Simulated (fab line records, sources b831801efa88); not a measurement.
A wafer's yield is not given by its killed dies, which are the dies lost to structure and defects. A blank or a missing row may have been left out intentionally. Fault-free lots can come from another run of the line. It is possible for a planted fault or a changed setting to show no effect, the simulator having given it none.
2 desks looking at one fault ; flow sky130 ; every desk sees just its own numbers, and what lay behind them comes last

== METROLOGY DESK ==
What the gauges read, lot by lot, whatever tool the lot ran on: means of the sampled wafers that have a number. The brackets show how far a lot's mean lies from the usual mean; more than 4 standard deviations puts the lot out of limits, marked OUT.
Columns: A = FIELD_ISO_CVD_03_THK at SKY_FIELD_ISO_THK_MEAS_04, usual 165.5 nm; B = NWELL_01_OVL at SKY_NWELL_OVL_MEAS_23, usual 1.4 nm; C = LI_CONTACT_W_THK at SKY_LI_CONTACT_THK_MEAS_23, usual 412 nm
lot;first seen here;A;B;C
L568;day 1 14:45;167.5;0.5;422
L569;day 1 20:40;165.5;-0.8;409
L570;day 2 01:44;164.5;2.2;420
L572;day 2 11:48;166.7;2.8;414
L574;day 2 20:25;166.4;172.6 (+99 or more) OUT;413
L580;day 4 02:16;165.4;174.8 (+99 or more) OUT;415
L581;day 4 06:29;164.0;0.9;416
L582;day 4 13:45;165.0;-0.1;407
L583;day 4 16:29;165.9;2.1;420
L584;day 4 21:43;165.9;-0.1;402
L586;day 5 10:29;163.3;0.6;413
L588;day 5 21:18;165.9;2.5;416
Finding of this desk: L574, L580 out of limits, first seen on L574 at day 6 17:32 (NWELL_01_OVL at SKY_NWELL_OVL_MEAS_23). Within limits: L568, L569, L570, L572, L581, L582, L583, L584, L586, L588.

== TOOL OWNER'S DESK, iline stepper-02 ==
The tool's own readings at SKY_NWELL_EXPOSE_20 (exposes mask NWM COMPLEMENT, target cd 840 nm): means of the sampled wafers that have a number, for each lot that ran on this tool. The brackets show how far a lot's mean lies from the usual mean; more than 4 standard deviations puts the lot out of limits, marked OUT.
Columns: A = reticle temp C at SKY_NWELL_EXPOSE_20, usual 22.99 C
lot;first seen here;A
L570;day 5 12:42;23.10
L574;day 6 08:30;23.03
L580;day 7 22:20;23.07
This desk's verdict: no lot among the 3 shows anything out of limits.

== BROUGHT TOGETHER ==
At day 6 17:32 the metrology desk could have sounded an alarm, on L574, L580.
Nothing out of limits was seen by the tool owner's desk.
The tool owner's desk has L574, L580 on record, within its limits.
Every lot named ran SKY_NWELL_EXPOSE_20 on iline stepper-02.

== WHAT THE SIMULATOR PUT IN ==
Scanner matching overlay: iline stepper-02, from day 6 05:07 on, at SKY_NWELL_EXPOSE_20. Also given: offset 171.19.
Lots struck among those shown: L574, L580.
Delay in hours, fault start to first out-of-limits reading, per desk: metrology desk 12.
